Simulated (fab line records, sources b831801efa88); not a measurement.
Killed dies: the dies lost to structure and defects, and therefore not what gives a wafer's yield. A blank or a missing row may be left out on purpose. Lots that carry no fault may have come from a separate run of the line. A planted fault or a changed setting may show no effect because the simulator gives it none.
Problem report in the 8D (eight disciplines) form, filled by code    flow gf180mcu    the parts of the form that need people (team, actions taken, sign-off) are left out

## 1. WHAT WENT WRONG
Wafers free of any fault read 42.0 nm (standard deviation 0.59) for MIM_CVD_05_THK at GF_MIM_THK_MEAS_06, against a mean of 66.1 nm on 2 wafers of 2 lots. Measured from the usual mean, that is +41 standard deviations.
First observed at day 27 07:41: wafer L731.2, on film_metro-02. The record holds 37 wafers of 13 lots with a number at this step. Rule for "out", or "out of limits": more than 4 standard deviations from the usual mean. The rest of the wafers with a number are treated as sound.

## 2. WHAT IT IS, AND WHAT IT ISN'T
question                     is                 is not
which readings at this step  MIM_CVD_05_THK     -
which lots                   L731, L733         L724, L725, L726, L727, L728, L740, L741, L742, L744, L745, L746
which wafers of those lots   L731.2, L733.4     L731.1, L733.5
read on which gauges         film_metro-02      film_metro-01, film_metro-03
when                         from day 27 07:41  up to then (16 sound wafers); but 19 sound wafers of L733, L740, L741, L742, L744, L745, L746 came after

## 3. THE SUSPECTS, EACH WITH WHAT RULES IT OUT
Counting: if a tool at a process step up to the reading ran every lot that is out, it stays a suspect. Sound lots after the first of them don't rule it out here, since some wafers of a struck lot are sound.
- the gauge at GF_MIM_THK_MEAS_06: kept. All the wafers that are out were read on film_metro-02, and no step on other tools shows them out.
- plasma_asher-02 at GF_V4_STRIP_18 (strips in O2/N2): kept. It processed each lot that is out (first: L731, day 27 06:13); up to then, its last sound lot is L727 (day 26 00:56).
- pecvd-04 at GF_MIM_CVD_05 (deposits Si3N4, target thk 42 nm, time 29.086 s): kept. It processed each lot that is out (first: L731, day 27 07:40); up to then, its last sound lot is L728 (day 26 08:17).
- At GF_V4_STRIP_18 on plasma_asher-02, chamber 0 took the sound wafers of the same lots and chamber 1 took the wafers that are out.
- Within pecvd-04 at GF_MIM_CVD_05: the wafers that are out ran in chambers 0, 2; their sound lot-mates ran in chamber 1.
After the count, these remain: plasma_asher-02 at GF_V4_STRIP_18, pecvd-04 at GF_MIM_CVD_05 and film_metro-02 at GF_MIM_THK_MEAS_06.

## 4. THE CAUSE (what the simulator had put in)
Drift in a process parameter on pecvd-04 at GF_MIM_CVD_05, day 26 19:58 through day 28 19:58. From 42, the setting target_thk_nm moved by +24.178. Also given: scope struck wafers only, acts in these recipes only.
Of the 3 suspects that counting leaves, this tool is one.

## 5. THE CHAIN OF EFFECTS, in route order
Each row: a reading where the mean over the struck wafers with a number is more than 3 standard deviations away from the usual. Scope: only readings with a usual standard deviation given in the record; hours: median across lots of the time from each lot's start at the first step in this table that gives one to its start at this step; sigmas: change in usual standard deviations.
hours  step                reading         usual    on struck wafers  change  sigmas
0      GF_MIM_THK_MEAS_06  MIM_CVD_05_THK  42.0 nm  66.1              +24.1   +41

## 6. HOW IT WOULD HAVE BEEN CAUGHT EARLIER
In this record the first reading out of limits at a measuring or inspecting step was taken at day 27 07:41, 12 hours after the fault began at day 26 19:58.
Tool readings at GF_MIM_CVD_05 with a usual standard deviation given in the record: none out on any struck wafer, hence no alarm at a limit of 4 standard deviations on them.
Of the lots that are out (2), L733 began GF_MIM_CVD_05 on pecvd-04 after day 27 07:41. It would have been spared by a hold on the tool at that moment.
